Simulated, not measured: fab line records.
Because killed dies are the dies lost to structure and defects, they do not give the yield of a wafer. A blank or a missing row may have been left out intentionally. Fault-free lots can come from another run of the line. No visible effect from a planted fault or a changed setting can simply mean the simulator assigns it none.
Problem report in the 8D (eight disciplines) form, filled by code ; flow sky130 ; the parts of the form that need people (team, actions taken, sign-off) are left out

1. WHAT WENT WRONG
SD_N_RS at SKY_SD_N_RS_MEAS_16 reads a mean of 74.83 ohm/sq on 6 wafers of 2 lots; wafers without a fault read 68.58 ohm/sq with a standard deviation of 0.13. That is +48 standard deviations from the usual mean.
The step: measures by four-point-probe.
The first sign was on wafer L507.2 at day 32 05:43, on film_metro-03. The record has a number at this step for 33 wafers belonging to 11 lots. Rule for "out" (also "out of limits"): further than 4 standard deviations from the usual mean. The other wafers with a number count as sound.

2. WHAT IT IS, AND WHAT IT ISN'T
question;is;is not
which readings at this step;SD_N_RS;-
which lots;L507, L509;L493, L494, L495, L496, L497, L499, L502, L506, L510
which wafers of those lots;all that have a number;-
read on which gauges;film_metro-03;film_metro-01, film_metro-02
when;from day 32 05:43;"up to then (24 sound wafers); but 3 sound wafers of L510 came after"

3. WHAT RULES OUT EACH SUSPECT
Counting: a tool stays on the suspect list if, at a process step up to the reading, it processed all lots that are out and no sound lot following the first of them.
- the gauge at SKY_SD_N_RS_MEAS_16 is ruled out. All the wafers that are out were read on film_metro-03, but those of them that SKY_SD_N_RTA_14 has rows for are out there too, on other tools.
- rtp_anneal-01 at SKY_SD_N_RTA_14 (time 2 s): kept. It ran every lot that is out, first L507 (day 32 05:32), and no sound lot after that; its last sound lot up to then is L499 (day 30 04:09). On those wafers its own readings are out: lamp_power_pct.
Left after counting: rtp_anneal-01 at SKY_SD_N_RTA_14.

4. THE CAUSE (what the simulator had put in)
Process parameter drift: rtp_anneal-01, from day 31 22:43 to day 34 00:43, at SKY_SD_N_RTA_14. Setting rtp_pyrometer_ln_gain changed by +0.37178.
Counting left only this tool.

5. SEQUENCE OF EFFECTS, ordered by route
Each row: a reading whose mean over the struck wafers that have a number lies more than 3 standard deviations from the usual. Only readings whose record carries a usual standard deviation are examined. hours: median over the lots of the time between each lot's start at the first step of this table that gives one and its start at this step. sigmas: the change, counted in usual standard deviations.
hours;step;reading;usual;on struck wafers;change;sigmas
0;SKY_SD_N_RTA_14;lamp_power_pct;15.73 %;14.27;-1.46;-28
0;SKY_SD_N_RS_MEAS_16;SD_N_RS;68.58 ohm/sq;74.83;+6.25;+48
0;SKY_SD_N_RS_MEAS_17;SD_P_RS;147.7 ohm/sq;186.6;+38.9;+91
Process steps it contains:
- SKY_SD_N_RTA_14: time 2 s.

6. HOW IT WOULD HAVE BEEN CAUGHT EARLIER
Counted from the fault's start at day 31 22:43, it took 7 hours until the first out-of-limits reading at a measuring or inspecting step in this record, taken at day 32 05:43.
Tool's own readings at SKY_SD_N_RTA_14, lamp_power_pct: out on all struck wafers the step has rows for; an alarm limit on them would have tripped on the first.
L509, from the lots that are out (2), started SKY_SD_N_RTA_14 on rtp_anneal-01 later than day 32 05:43. A hold on the tool at that time would have spared it.
